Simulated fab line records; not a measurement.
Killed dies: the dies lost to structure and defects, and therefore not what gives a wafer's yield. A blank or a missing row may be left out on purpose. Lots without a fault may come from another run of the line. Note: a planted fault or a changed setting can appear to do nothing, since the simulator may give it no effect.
Which tool is to blame? -- flow sky130 -- 42 wafers from 14 lots sampled at 4 of the route's 708 steps

## WHAT THE GAUGES SHOWED, per wafer
SKY_METAL1_OVL_MEAS_16. Usual: METAL1_OVL 4 nm, standard deviation 4.9.
lot,measured,on,METAL1_OVL (nm),flag
L801,day 33 04:30,overlay-02,5 -6 2,
L805,day 35 02:44,overlay-02,1 1 1,
L809,day 36 23:06,overlay-02,5 2 10,
L815,day 37 18:01,overlay-02,6 7 12,
L817,day 38 10:20,overlay-01,6 12 8,
L816,day 38 11:25,overlay-02,1 -4 1,
L818,day 38 15:26,overlay-01,2 2 4,
L819,day 38 23:24,overlay-02,1 4 -1,
L820,day 39 03:36,overlay-02,11 7 8,
L821,day 39 06:40,overlay-01,0 -1 -6,
L822,day 39 19:15,overlay-01,4 1 9,

## WHICH TOOL RAN EACH LOT (tool, then ch and the chambers of the sampled wafers, then the start)
lot,SKY_LI_CONTACT_SPUTTER_20,SKY_CONTACT_CMP_27,SKY_METAL1_SPUTTER_03
L801,"pvd sputter-01, day 29 15:04","cmp-01 ch 1,2, day 32 01:29","pvd sputter-01, day 32 01:52"
L805,"pvd sputter-02, day 31 16:07","cmp-01 ch 0,2,3, day 34 00:01","pvd sputter-01, day 34 00:24"
L809,"pvd sputter-01, day 33 11:43","cmp-02 ch 1,2,3, day 35 20:22","pvd sputter-02, day 35 20:41"
L812,"pvd sputter-04, day 33 17:44",-,-
L813,"pvd sputter-02, day 34 00:40",-,-
L814,"pvd sputter-01, day 34 04:55",-,-
L815,"pvd sputter-01, day 34 06:32","cmp-01 ch 1,2,3, day 36 15:37","pvd sputter-02, day 36 15:50"
L817,"pvd sputter-01, day 34 23:58","cmp-01 ch 1,2,3, day 37 07:59","pvd sputter-01, day 37 08:18"
L816,"pvd sputter-01, day 35 01:14","cmp-02 ch 0,1, day 37 08:47","pvd sputter-01, day 37 09:10"
L818,"pvd sputter-01, day 35 06:04","cmp-02 ch 0,1,3, day 37 13:08","pvd sputter-03, day 37 13:21"
L819,"pvd sputter-01, day 35 12:42","cmp-02 ch 0,1, day 37 20:34","pvd sputter-02, day 37 20:53"
L820,"pvd sputter-02, day 35 17:26","cmp-02 ch 1,2,3, day 38 01:58","pvd sputter-03, day 38 02:20"
L821,"pvd sputter-04, day 35 21:32","cmp-01 ch 2,3, day 38 04:35","pvd sputter-03, day 38 04:58"
L822,"pvd sputter-04, day 36 09:53","cmp-02 ch 0,1,2, day 38 17:17","pvd sputter-01, day 38 17:36"
- SKY_LI_CONTACT_SPUTTER_20: material TiN, target thk 20 nm, time 80 s.
- SKY_CONTACT_CMP_27: polishes, stops on SiO2, t overpolish 15 s, target thk 0 nm.
- SKY_METAL1_SPUTTER_03: material Ti, target thk 5 nm, time 3.3 s.

## AS READ BY THE TOOLS THEMSELVES (means over the sampled wafers that have a number; for cases with no such wafer, the mark the record gives instead)
SKY_LI_CONTACT_SPUTTER_20. Usual: cathode dc power W 4000.1 W, standard deviation 0.71; chamber pressure pa 4.999 Pa, standard deviation 0.0092; throttle valve pct 30.7 %, standard deviation 0.6.
lot,tool,cathode dc power W (W),chamber pressure pa (Pa),throttle valve pct (%),flag
L801,pvd sputter-01,4000.5,4.996,30.1,
L805,pvd sputter-02,4000.8,5.001,31.2,
L809,pvd sputter-01,4000.7,4.991,30.3,
L812,pvd sputter-04,-,-,-,OFF
L813,pvd sputter-02,-,-,-,OFF
L814,pvd sputter-01,-,-,-,OFF
L815,pvd sputter-01,3999.5,5.003,30.4,
L817,pvd sputter-01,4000.6,5.003,30.3,
L816,pvd sputter-01,4000.2,5.006,30.5,
L818,pvd sputter-01,3999.6,4.995,30.0,
L819,pvd sputter-01,4000.5,4.993,30.8,
L820,pvd sputter-02,3999.9,5.001,31.1,
L821,pvd sputter-04,3999.7,5.003,31.0,
L822,pvd sputter-04,3999.9,5.006,31.1,

SKY_CONTACT_CMP_27. Usual: motor current A 11.1 A, standard deviation 1; overpolish run s 15.000 s, standard deviation 0.0099; time to endpoint s 81 s, standard deviation 6.
lot,tool,motor current A (A),overpolish run s (s),time to endpoint s (s),flag
L801,cmp-01,11.3,14.996,82,
L805,cmp-01,11.3,14.999,83,
L809,cmp-02,11.2,15.001,82,
L815,cmp-01,11.0,15.004,83,
L817,cmp-01,10.7,15.010,83,
L816,cmp-02,11.0,15.004,79,
L818,cmp-02,11.6,14.992,81,
L819,cmp-02,11.1,15.009,83,
L820,cmp-02,11.4,15.008,78,
L821,cmp-01,10.7,15.008,88,
L822,cmp-02,10.4,14.995,78,

SKY_METAL1_SPUTTER_03. Usual: cathode dc power W 3000.0 W, standard deviation 0.53; chamber pressure pa 0.4000 Pa, standard deviation 0.00088; throttle valve pct 30.6 %, standard deviation 0.73.
lot,tool,cathode dc power W (W),chamber pressure pa (Pa),throttle valve pct (%),flag
L801,pvd sputter-01,3000.1,0.3998,30.5,
L805,pvd sputter-01,3000.1,0.4009,30.5,
L809,pvd sputter-02,3000.2,0.4007,31.1,
L815,pvd sputter-02,2999.8,0.4003,31.1,
L817,pvd sputter-01,3000.2,0.4002,30.9,
L816,pvd sputter-01,3000.5,0.4006,30.8,
L818,pvd sputter-03,3000.1,0.4000,30.0,
L819,pvd sputter-02,2999.9,0.3998,31.1,
L820,pvd sputter-03,3000.1,0.3997,31.3,
L821,pvd sputter-03,2999.6,0.3999,30.5,
L822,pvd sputter-01,3000.7,0.4004,30.5,

## THE ANSWER, worked out from the rows above alone
Rule: lot off if the mean of its wafers having a number is beyond 3 standard deviations from the usual mean. A lot without any number at a reading at which 4 lots or more have one is off too. Any other lot the step has rows for is counted as sound. After the gauges, taken in route order, come the tools' own readings; for these a lot's mean is taken, as printed above. The first step at which some lot is off is used, and at that step the reading that is off furthest; a lot without a number counts as furthest.
Off: L812, L813, L814 (SKY_LI_CONTACT_SPUTTER_20, cathode dc power W). Without a number there: L812, L813, L814.
If a tool, at that step or one of the process steps before it, ran each lot that is off and ran no sound lot following the first of them, it fits. Not one of the candidates tried fits.

## WHAT HAD BEEN PUT IN BY THE SIMULATOR
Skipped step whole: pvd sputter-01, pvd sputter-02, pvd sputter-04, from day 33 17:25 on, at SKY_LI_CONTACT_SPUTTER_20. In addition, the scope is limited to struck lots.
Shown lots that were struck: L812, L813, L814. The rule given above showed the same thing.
